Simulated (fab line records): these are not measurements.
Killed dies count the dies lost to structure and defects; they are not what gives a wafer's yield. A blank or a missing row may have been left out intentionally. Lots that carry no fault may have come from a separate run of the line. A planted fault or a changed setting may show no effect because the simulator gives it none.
Problem report, 8D (eight disciplines) form, completed by code    flow gf180mcu    the parts of the form that need people (team, actions taken, sign-off) are left out

== 1. PROBLEM STATEMENT ==
Wafers without a fault read 119.99 C, standard deviation 0.13; prime_temp_c at GF_HV_LDD_HMDS_13 reads a mean of 126.63 C on 6 wafers belonging to 2 lots. Relative to the usual mean, that is a shift of +51 standard deviations.
The step: prime time 60 s.
Seen first at day 14 02:41 on litho_track-04, wafer L687.1. The record has a number at this step for 42 wafers belonging to 14 lots. Rule for "out", or "out of limits": more than 4 standard deviations from the usual mean. The rest of the wafers with a number are treated as sound.

== 2. WHAT IT IS, AND WHAT IT ISN'T ==
question                     is                      is not
which readings at this step  prime_temp_c            resist_line_temp_C
which lots                   L687, L689              L675, L676, L677, L678, L681, L682, L690, L691, L694, L696, L697, L698
which wafers of those lots   all that have a number  -
read on which tools          litho_track-04          litho_track-02, litho_track-03
when                         from day 14 02:41       up to then (18 sound wafers); but 18 sound wafers of L690, L691, L694, L696, L697, L698 came after

== 3. THE SUSPECTS, EACH WITH WHAT RULES IT OUT ==
Counting: a tool at any process step up to the reading remains a suspect when it ran all the lots that are out and ran no sound lot after the first of those.
- litho_track-04 at GF_HV_LDD_HMDS_13 (prime time 60 s): ruled out as a lasting fault. Following L687 (day 14 02:41), the first lot on it that is out, the sound lots L696 were run on it.
Left after counting: nothing in the record.

== 4. THE CAUSE (what the simulator had put in) ==
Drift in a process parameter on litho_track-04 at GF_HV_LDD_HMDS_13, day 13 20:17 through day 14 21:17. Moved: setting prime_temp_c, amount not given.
Counting ruled it out, wrongly.

== 5. THE CHAIN OF EFFECTS, in route order ==
One row per reading whose mean, taken over the struck wafers that have a number, lies over 3 standard deviations from the usual. Only readings whose record carries a usual standard deviation are examined. hours: median over the lots of the time between each lot's start at the first step of this table that gives one and its start at this step. sigmas: the change, counted in usual standard deviations.
hours  step               reading       usual     on struck wafers  change  sigmas
0      GF_HV_LDD_HMDS_13  prime_temp_c  119.99 C  126.63            +6.64   +51
Here are the process steps it includes:
- GF_HV_LDD_HMDS_13: prime time 60 s.
At these later measuring or inspecting steps, every struck wafer for which the step has a row has a number for every such reading, and none has moved that far: GF_CONTACT_RS_MEAS_25, GF_CONTACT_THK_MEAS_26, GF_V1_RS_MEAS_24.

== 6. WHAT WOULD HAVE CAUGHT IT SOONER ==
In this record the first reading out of limits was taken at day 14 02:41, 6 hours after the fault began at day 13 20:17.
